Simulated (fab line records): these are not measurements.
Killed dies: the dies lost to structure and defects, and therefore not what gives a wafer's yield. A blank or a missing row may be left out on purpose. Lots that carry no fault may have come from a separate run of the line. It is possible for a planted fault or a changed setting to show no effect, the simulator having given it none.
fab line records | flow sky130
record: lots: 5 wafers: 15 last-day: 50
route steps=708 shown LDD_P@259 LDD_HVN@267
lots that met no fault: from a run of the same line without faults
start-h: hours from the record's opening day to when the first of the lot's shown wafers began | wait-h: hours elapsed since this lot's preceding step | " as in the row above | L1.1+2: one row covering several wafers at once | - value missing, or start not given | * or withheld: withheld | < > ~ a bound
route shown NAME@n: a module of which the file shows steps, and the number in the route of the first | usual: the fault-free wafers' mean and standard deviation | same: alike in all rows | chamber/n: place in a boat | sites: readings site by site | _std_site: standard deviation across them | _edge_site: outer sites' mean less inner sites' | radius-mm: how far each site lies from the wafer's centre | mask NAME#n: copy n | behind: the last tool/chamber to shape the wafer | hold: the reason the lot was held/the length of the hold in hours/how it ended | device: which transistor (n, p or np) failed to switch | end of line: at the end of the route, the tests of the same wafers | where a step has no rows: the recipe by itself | killed: count of dies lost to structure and defects at first sort (not the wafer's yield) | map: dies across one wafer; x = killed, . = not, _ = none there
set.NAME: the setting that was run; set.NAME@STEP: the one run at that earlier step | model.NAME: the simulator's own value behind a step, which no gauge read
certain route steps with their lots: each step a table, each wafer a row
services: when a tool's chamber went out of use (start-h, in hours from the record's first day, below 0 if earlier), for how many hours, and the reason
== steps ==
step: SKY_LDD_P_EXPOSE_04
recipe: mask-id: PSDM na: 0.6 source-shape: conventional sigma-outer: 0.6 polarization: unpolarized target-cd-nm: 380 dose-mj: 138
step: SKY_LDD_P_PEB_05
recipe: temp-c: withheld time-s: * resist: NOVOLAK
step: SKY_LDD_P_DEVELOP_06
recipe: resist: NOVOLAK developer: TMAH develop-time-s: 60 dev-temp-c: 23
step: SKY_LDD_P_CD_MEAS_07
recipe: target-cd-nm: 380
usual: cd-nm: 380.9/2.3
columns lot.wafer tool chamber start-h wait-h cd-nm
L657.1 cd-sem-02 - 470.74 0.1 379.2
L657.4 " - " " 379.8
L657.6 " - " " 380.6
L663.3 cd-sem-02 - 507.74 0.1 377.5
L663.4 " - " " 381.1
L663.6 " - " " 381.3
L668.3 cd-sem-01 - 545.58 0.1 386.9
L668.4 " - " " 385.3
L668.6 " - " " 386.2
L672.2 cd-sem-02 - 581.96 0.1 375.7
L672.3 " - " " 380.1
L672.6 " - " " 378.4
L678.1 cd-sem-02 - 629.49 0.1 380.0
L678.2 " - " " 379.4
L678.4 " - " " 379.9
step: SKY_LDD_P_OVL_MEAS_08
usual: LDD_P_OVL: 0.0/1.4
columns lot.wafer tool chamber start-h wait-h LDD_P_OVL[nm]
L657.1 overlay-02 - 470.86 0.1 0.5
L657.4 " - " " -0.8
L657.6 " - " " -1.1
L663.3 overlay-01 - 507.83 0.1 -2.6
L663.4 " - " " -2.9
L663.6 " - " " -0.5
L668.3 overlay-01 - 545.67 0.1 0.0
L668.4 " - " " -0.1
L668.6 " - " " -0.2
L672.2 overlay-01 - 582.07 0.1 -3.3
L672.3 " - " " -3.2
L672.6 " - " " -3.3
L678.1 overlay-02 - 629.61 0.1 0.2
L678.2 " - " " 1.1
L678.4 " - " " 0.3
step: SKY_LDD_P_IMPLANT_09
recipe: species: BF2 energy-kev: 25 dose-cm2: 1e+13 tilt-deg: withheld
step: SKY_LDD_P_STRIP_10
recipe: chemistry: O2/N2 power-w: 1400 pressure-mtorr: 1500 platen-temp-c: withheld o2-flow-sccm: 3000 n2-flow-sccm: 300 overash-fraction: 0.5
usual: drypump-motor-current-A: 6.0/0.51 oes-product-au: 0.716/0.005 strip-time-to-endpoint-s: 14.19/0.05
same: overash-fraction: 0.5
columns lot.wafer tool chamber start-h wait-h drypump-motor-current-A oes-product-au rf-hours-counter-h strip-time-to-endpoint-s
L657.1 plasma-asher-01 0 471.05 0.1 6.1 0.711 83 14.20
L657.4 " 0 " " 6.1 0.722 - 14.19
L657.6 " 1 " " 5.6 0.704 - 14.19
L663.3 plasma-asher-02 0 508.03 0.1 6.1 0.715 - 14.29
L663.4 " 1 " " 6.8 0.724 - 14.23
L663.6 " 1 " " 6.8 0.714 - 14.22
L668.3 plasma-asher-03 0 545.88 0.1 5.8 0.716 - 14.18
L668.4 " 1 " " 5.3 0.713 - 14.12
L668.6 " 0 " " 5.8 0.715 - 14.09
L672.2 plasma-asher-02 1 582.25 0.1 6.8 0.723 15 14.26
L672.3 " 1 " " 6.8 0.714 - 14.21
L672.6 " 0 " " 6.0 0.713 - 14.22
L678.1 plasma-asher-02 0 629.80 0.1 6.1 0.717 20 14.26
L678.2 " 1 " " 6.8 0.711 20 14.23
L678.4 " 0 " " 6.0 0.710 - 14.26
step: SKY_LDD_P_TW_MEAS_11
usual: LDD_P_TW: 628/3.8
columns lot.wafer tool chamber start-h wait-h LDD_P_TW
L657.1 film-metro-02 - 471.15 0.1 631
L657.4 " - " " 633
L657.6 " - " " 631
L663.3 film-metro-02 - 508.12 0.1 626
L663.4 " - " " 623
L663.6 " - " " 628
L668.3 film-metro-04 - 545.97 0.1 629
L668.4 " - " " 629
L668.6 " - " " 630
L672.2 film-metro-03 - 582.36 0.1 624
L672.3 " - " " 624
L672.6 " - " " 624
L678.1 film-metro-02 - 629.90 0.1 627
L678.2 " - " " 630
L678.4 " - " " 629
step: SKY_LDD_HVN_DEHYDRATE_00
recipe: temp-c: 200 time-s: 60
step: SKY_LDD_HVN_HMDS_01
recipe: prime-time-s: 60 prime-temp-c: 120
step: SKY_LDD_HVN_COAT_02
recipe: resist: NOVOLAK spin-rpm: 3000 resist-thk-nm: 300
step: SKY_LDD_HVN_SOFTBAKE_03
recipe: temp-c: 90 time-s: 60 resist: NOVOLAK
step: SKY_LDD_HVN_EXPOSE_04
recipe: mask-id: HVNTM na: 0.6 source-shape: conventional sigma-outer: 0.6 polarization: unpolarized target-cd-nm: 700 dose-mj: 127
columns lot.wafer tool chamber start-h wait-h mask
L657.1+4+6 iline-stepper-02 0 486.77 - HVNTM_R1#0
L663.3+4+6 iline-stepper-01 0 523.51 - HVNTM#0
L668.3+4+6 iline-stepper-02 0 560.56 - HVNTM#0
L672.2+3+6 iline-stepper-02 0 596.41 - HVNTM#0
L678.1+2+4 iline-stepper-01 0 644.64 - HVNTM#0
step: SKY_LDD_HVN_PEB_05
recipe: temp-c: withheld time-s: * resist: NOVOLAK
== services ==
columns tool chamber start-h hours kind
iline-stepper-01 - 462.93 1.7 pm
iline-stepper-01 - 488.05 4.4 pm
iline-stepper-01 0 489.32 - calibration
plasma-asher-01 - 519.53 15.6 pm
iline-stepper-02 - 543.63 7.0 repair
iline-stepper-01 - 592.29 6.6 repair
iline-stepper-02 - 630.43 1.7 pm
iline-stepper-02 0 630.95 - calibration
plasma-asher-02 - 642.93 5.8 repair
== key ==
first-sign: step: SKY_LDD_HVN_EXPOSE_04 reading: mask direction: changed
effect none on later readings
met-at SKY_LDD_HVN_EXPOSE_04
struck-wafers L657.1,L657.4,L657.6
sort-left-out L657.1,L657.4,L657.6
tester-left-out L657
fault: kind: wrong-mask tool: any chamber: - onset-h: 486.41 steps: SKY_LDD_HVN_EXPOSE_04 aux-copy: HVNTM_R1#0 cd-offset-nm: 105 scope: struck-lots-only
tester-left-out: of these lots the tester's yield and bins aren't shown, on N5 and GAA mostly nor the transistor test; their killed dies are dies lost to structure and defects alone, not to doping, threshold or leakage, so they don't give the yield
sort-left-out: the simulated sort isn't trusted on such a fault, so these wafers' sort isn't shown, and their yield isn't known
